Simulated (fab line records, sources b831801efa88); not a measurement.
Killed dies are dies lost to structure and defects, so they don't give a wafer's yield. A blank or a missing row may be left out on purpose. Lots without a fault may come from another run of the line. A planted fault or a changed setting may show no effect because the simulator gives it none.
fab line records | flow sky130 | part 2 of 2: steps 31 to 42 of 42
record lots=5 wafers=15 last_day=49
route steps=708 shown VT_ADJUST_HVTP@96 VT_ADJUST_LVTN@97 VT_ADJUST_NCORE@119 VT_ADJUST_HVTR@131
lots that met no fault: from a run of the same line without faults
start_h: hours from the record's first day to the start of the lot's first wafer shown | wait_h: hours since the lot's step before | " the same as in the row above | L1.1+2: a row that stands for several wafers | - no value, or no start given | * or withheld: withheld | < > ~ a bound
route shown NAME@n: a module of which the file shows steps, and the number in the route of the first | usual: mean/standard deviation of fault-free wafers | same: alike in all rows | chamber/n: place in a boat | sites: the reading at each site | _std_site: their standard deviation | _edge_site: outer sites' mean less inner sites' | radius_mm: how far each site lies from the wafer's centre | mask NAME#n: copy n | behind: the tool/chamber that last shaped the wafer | hold: why the lot was held/for how many hours/how that ended | device: the transistor (n, p or np) that didn't switch | end of line: the same wafers' tests at the end of the route | a step without rows: its recipe alone | killed: dies lost to structure and defects at the first sort, not the wafer's yield | map: a wafer's dies, x killed, . not, _ none there
set.NAME: the setting as run; set.NAME@STEP: as run at that earlier step | model.NAME: the simulator's own value behind a step, which no gauge read
lots at some steps of the route; a table a step, a row a wafer
services: from which hour (start_h, from the record's first day; less than 0 if before it) a tool's chamber was out of use, for how many hours, and why
## steps
# step SKY_VT_ADJUST_NCORE_CD_MEAS_07
# recipe target_cd_nm=380
# usual cd_nm=379.8/2.4
# columns lot.wafer tool chamber start_h wait_h cd_nm
L077.1 cd_sem-02 - 202.26 0.1 380.4
L077.4 " - " " 381.2
L077.5 " - " " 381.1
L086.1 cd_sem-01 - 280.66 0.1 378.2
L086.3 " - " " 380.1
L086.4 " - " " 378.8
L088.1 cd_sem-02 - 285.61 0.1 375.7
L088.2 " - " " 375.4
L088.6 " - " " 377.0
L089.1 cd_sem-02 - 289.46 0.1 379.2
L089.2 " - " " 382.3
L089.3 " - " " 380.3
L091.2 cd_sem-01 - 306.26 0.1 379.5
L091.3 " - " " 380.9
L091.4 " - " " 380.7
# step SKY_VT_ADJUST_NCORE_OVL_MEAS_08
# usual VT_ADJUST_NCORE_OVL=1.0/1.4
# columns lot.wafer tool chamber start_h wait_h VT_ADJUST_NCORE_OVL[nm]
L077.1 overlay-01 - 202.38 0.1 0.6
L077.4 " - " " 0.3
L077.5 " - " " 1.1
L086.1 overlay-01 - 280.78 0.1 0.3
L086.3 " - " " -0.7
L086.4 " - " " -0.2
L088.1 overlay-01 - 285.73 0.1 1.3
L088.2 " - " " 0.5
L088.6 " - " " 1.2
L089.1 overlay-01 - 289.58 0.1 3.0
L089.2 " - " " 3.2
L089.3 " - " " 0.8
L091.2 overlay-01 - 306.36 0.1 -3.1
L091.3 " - " " -0.6
L091.4 " - " " -2.1
# step SKY_VT_ADJUST_NCORE_IMPLANT_09
# recipe species=B energy_kev=10 dose_cm2=2.4e+12 tilt_deg=withheld
# usual dose_ions_cm2=2.399e+12/3.1e+09
# columns lot.wafer tool chamber start_h wait_h dose_ions_cm2
L077.1 implanter-01 0 202.42 0.0 2.402e+12
L077.4 " 0 " " 2.403e+12
L077.5 " 0 " " 2.405e+12
L086.1 implanter-02 0 280.81 0.0 2.397e+12
L086.3 " 0 " " 2.404e+12
L086.4 " 0 " " 2.402e+12
L088.1 implanter-02 0 285.77 0.0 2.394e+12
L088.2 " 0 " " 2.396e+12
L088.6 " 0 " " 2.394e+12
L089.1 implanter-01 0 289.62 0.0 2.4e+12
L089.2 " 0 " " 2.401e+12
L089.3 " 0 " " 2.405e+12
L091.2 implanter-04 0 306.42 0.0 2.396e+12
L091.3 " 0 " " 2.395e+12
L091.4 " 0 " " 2.396e+12
# step SKY_VT_ADJUST_NCORE_STRIP_10
# recipe chemistry=O2/N2 power_w=1400 pressure_mtorr=1500 platen_temp_c=withheld o2_flow_sccm=3000 n2_flow_sccm=300 overash_fraction=0.5
# usual drypump_motor_current_A=5.8/0.43 oes_product_au=0.716/0.0042 strip_time_to_endpoint_s=14.19/0.031
# columns lot.wafer tool chamber start_h wait_h drypump_motor_current_A oes_product_au rf_hours_counter_h strip_time_to_endpoint_s
L077.1 plasma_asher-03 1 202.57 0.1 6.1 0.716 51 14.15
L077.4 " 0 " " 5.4 0.714 - 14.19
L077.5 " 1 " " 6.1 0.711 - 14.17
L086.1 plasma_asher-01 0 280.96 0.1 6.2 0.713 16 14.16
L086.3 " 0 " " 6.1 0.713 - 14.20
L086.4 " 1 " " 5.1 0.724 - 14.21
L088.1 plasma_asher-03 1 285.92 0.1 6.1 0.717 59 14.19
L088.2 " 0 " " 5.4 0.720 59 14.18
L088.6 " 0 " " 5.4 0.719 - 14.22
L089.1 plasma_asher-03 1 289.77 0.1 6.1 0.720 60 14.20
L089.2 " 0 " " 5.4 0.717 60 14.16
L089.3 " 0 " " 5.4 0.721 - 14.17
L091.2 plasma_asher-03 0 306.54 0.1 5.4 0.707 61 14.15
L091.3 " 0 " " 5.4 0.723 - 14.15
L091.4 " 1 " " 6.1 0.717 - 14.18
# step SKY_VT_ADJUST_NCORE_TW_MEAS_11
# usual VT_ADJUST_NCORE_TW=220.9/1.5
# columns lot.wafer tool chamber start_h wait_h VT_ADJUST_NCORE_TW
L077.1 film_metro-02 - 202.67 0.1 219.6
L077.4 " - " " 220.4
L077.5 " - " " 219.3
L086.1 film_metro-04 - 281.06 0.1 220.9
L086.3 " - " " 220.5
L086.4 " - " " 220.8
L088.1 film_metro-04 - 286.02 0.1 220.5
L088.2 " - " " 220.2
L088.6 " - " " 220.4
L089.1 film_metro-02 - 289.87 0.1 220.7
L089.2 " - " " 220.3
L089.3 " - " " 218.7
L091.2 film_metro-03 - 306.65 0.1 223.7
L091.3 " - " " 222.7
L091.4 " - " " 222.5
# step SKY_VT_ADJUST_HVTR_DEHYDRATE_00
# recipe temp_c=200 time_s=60
# usual heater_power_total_W=160.38/0.12
# same time_s=60
# columns lot.wafer tool chamber start_h wait_h heater_power_total_W
L077.1 litho_track-01 0 213.66 11.0 160.15
L077.4 " 0 " " 160.17
L077.5 " 0 " " 160.33
L086.1 litho_track-02 0 292.59 11.5 160.56
L086.3 " 0 " " 160.52
L086.4 " 0 " " 160.17
L088.1 litho_track-03 0 297.82 11.8 160.52
L088.2 " 0 " " 160.55
L088.6 " 0 " " 160.60
L089.1 litho_track-02 0 301.99 12.1 160.60
L089.2 " 0 " " 160.51
L089.3 " 0 " " 160.35
L091.2 litho_track-01 0 318.93 12.3 160.19
L091.3 " 0 " " 160.41
L091.4 " 0 " " 160.26
# step SKY_VT_ADJUST_HVTR_HMDS_01
# recipe prime_time_s=60 prime_temp_c=120
# columns lot.wafer tool chamber start_h wait_h
L077.1+4+5 litho_track-01 0 213.81 0.1
L086.1+3+4 litho_track-02 0 292.74 0.1
L088.1+2+6 litho_track-03 0 297.97 0.1
L089.1+2+3 litho_track-02 0 302.14 0.1
L091.2+3+4 litho_track-01 0 319.08 0.1
# step SKY_VT_ADJUST_HVTR_COAT_02
# recipe resist=NOVOLAK spin_rpm=3000 resist_thk_nm=1140
# columns lot.wafer tool chamber start_h wait_h
L077.1+4+5 litho_track-01 0 213.96 0.1
L086.1+3+4 litho_track-02 0 292.89 0.1
L088.1+2+6 litho_track-03 0 298.12 0.1
L089.1+2+3 litho_track-02 0 302.29 0.1
L091.2+3+4 litho_track-01 0 319.23 0.1
# step SKY_VT_ADJUST_HVTR_SOFTBAKE_03
# recipe temp_c=90 time_s=60 resist=NOVOLAK
# usual heater_power_total_W=56.60/0.042
# same time_s=60
# columns lot.wafer tool chamber start_h wait_h heater_power_total_W
L077.1 litho_track-01 0 214.11 0.1 56.65
L077.4 " 0 " " 56.60
L077.5 " 0 " " 56.67
L086.1 litho_track-02 0 293.04 0.1 56.60
L086.3 " 0 " " 56.64
L086.4 " 0 " " 56.62
L088.1 litho_track-03 0 298.27 0.1 56.61
L088.2 " 0 " " 56.62
L088.6 " 0 " " 56.57
L089.1 litho_track-02 0 302.44 0.1 56.58
L089.2 " 0 " " 56.64
L089.3 " 0 " " 56.60
L091.2 litho_track-01 0 319.38 0.1 56.58
L091.3 " 0 " " 56.63
L091.4 " 0 " " 56.62
# step SKY_VT_ADJUST_HVTR_EXPOSE_04
# recipe mask_id=HVTRM target_cd_nm=380 na=0.6 source_shape=conventional sigma_outer=0.6 dose_mj=150
# columns lot.wafer tool chamber start_h wait_h mask
L077.1+4+5 iline_stepper-02 0 - - HVTRM#0
L086.1+3+4 iline_stepper-01 0 - - HVTRM#0
L088.1+2+6 iline_stepper-02 0 - - HVTRM#0
L089.1+2+3 iline_stepper-02 0 - - HVTRM#0
L091.2+3+4 iline_stepper-01 0 - - HVTRM#0
# step SKY_VT_ADJUST_HVTR_PEB_05
# recipe temp_c=withheld time_s=* resist=NOVOLAK
# same time_s=*
# columns lot.wafer tool chamber start_h wait_h
L077.1+4+5 litho_track-02 0 - -
L086.1+3+4 litho_track-02 0 - -
L088.1+2+6 litho_track-03 0 - -
L089.1+2+3 litho_track-02 0 - -
L091.2+3+4 litho_track-01 0 - -
# step SKY_VT_ADJUST_HVTR_DEVELOP_06
# recipe develop_time_s=60 dev_temp_c=23
# same develop_time_s=60
# columns lot.wafer tool chamber start_h wait_h
L077.1+4+5 litho_track-02 0 225.04 0.1
L086.1+3+4 litho_track-02 0 305.79 0.1
L088.1+2+6 litho_track-03 0 311.32 0.1
L089.1+2+3 litho_track-02 0 315.39 0.1
L091.2+3+4 litho_track-01 0 332.18 0.1
## services
# columns tool chamber start_h hours kind
implanter-01 - 128.07 3.1 repair
iline_stepper-02 - 139.81 1.7 pm
implanter-02 - 147.51 7.2 pm
implanter-01 - 150.22 2.8 pm
plasma_asher-02 - 157.74 0.5 repair
implanter-01 - 158.69 2.1 repair
implanter-02 - 200.20 6.6 repair
iline_stepper-02 - 204.29 2.1 pm
iline_stepper-02 - 206.37 - consumable_replace:lamp
implanter-02 - 219.07 1.1 repair
implanter-01 - 221.14 5.0 repair
implanter-02 - 232.06 0.7 repair
iline_stepper-01 - 237.62 8.9 pm
implanter-01 - 278.33 7.6 repair
implanter-02 - 281.35 2.6 repair
implanter-02 - 281.56 1.5 repair
plasma_asher-03 - 293.36 4.1 repair
implanter-03 - 295.91 2.9 pm
implanter-01 - 305.98 5.0 pm
implanter-03 - 308.16 2.2 repair
implanter-04 - 308.47 5.9 repair
implanter-02 - 311.17 1.3 repair
implanter-04 - 314.34 3.2 pm
iline_stepper-01 - 314.75 1.7 pm
